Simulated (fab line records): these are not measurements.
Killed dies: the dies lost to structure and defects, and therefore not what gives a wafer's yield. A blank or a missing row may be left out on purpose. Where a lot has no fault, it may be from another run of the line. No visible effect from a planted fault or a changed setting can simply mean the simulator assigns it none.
Chamber matching || flow gf180mcu || 3 sister chambers for GF_CONTACT_CVD_02 on pecvd-02
The step deposits SiO2 from TEOS, target thk 860 nm, time 95.992 s. 3 wafers are shown with their chamber, then 7 later ones without.

== EACH WAFER AND ITS CHAMBER ==
{"wafer": "L821.2", "chamber": 1, "heaterPowerW (W)": 695}
{"wafer": "L821.3", "chamber": 2, "heaterPowerW (W)": 784}
{"wafer": "L822.5", "chamber": 0, "heaterPowerW (W)": 789}

== WAFERS WITH NO CHAMBER GIVEN ==
{"wafer": "L822.6", "heaterPowerW (W)": 775}
{"wafer": "L824.1", "heaterPowerW (W)": 773}
{"wafer": "L824.2", "heaterPowerW (W)": 753}
{"wafer": "L824.6", "heaterPowerW (W)": 744}
{"wafer": "L827.3", "heaterPowerW (W)": 704}
{"wafer": "L827.5", "heaterPowerW (W)": 693}
{"wafer": "L827.6", "heaterPowerW (W)": 761}

== WHICH CHAMBER EACH WENT THROUGH ==
{"wafer": "L822.6", "from the rows above": "can't be placed: 2 or 0", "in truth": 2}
{"wafer": "L824.1", "from the rows above": "can't be placed: 2 or 0", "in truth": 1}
{"wafer": "L824.2", "from the rows above": "can't be placed: 2 or 0 or 1", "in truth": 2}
{"wafer": "L824.6", "from the rows above": "can't be placed: 2 or 0 or 1", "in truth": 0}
{"wafer": "L827.3", "from the rows above": 1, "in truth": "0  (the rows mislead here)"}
{"wafer": "L827.5", "from the rows above": 1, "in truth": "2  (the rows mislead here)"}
{"wafer": "L827.6", "from the rows above": "can't be placed: 2 or 0 or 1", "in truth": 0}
Correct placement for 0 of the 7. From these rows, 5 cannot be placed; in 4 the true chamber is one of the candidates. Wrongly placed: 2.
How it was worked out, from the rows above alone: a wafer's distance from a chamber is the root of the sum, over the readings, of the square of ((its reading less the chamber's mean) divided by the reading's scatter). The wafer belongs to the nearest chamber; if the next one is less than 2 further off, it can't be placed. For every chamber, the mean is computed from those of its wafers that are shown. The scatter (one wafer shown for each chamber): square how far every hidden wafer sits from the nearest shown wafer, average those squares and take the square root.
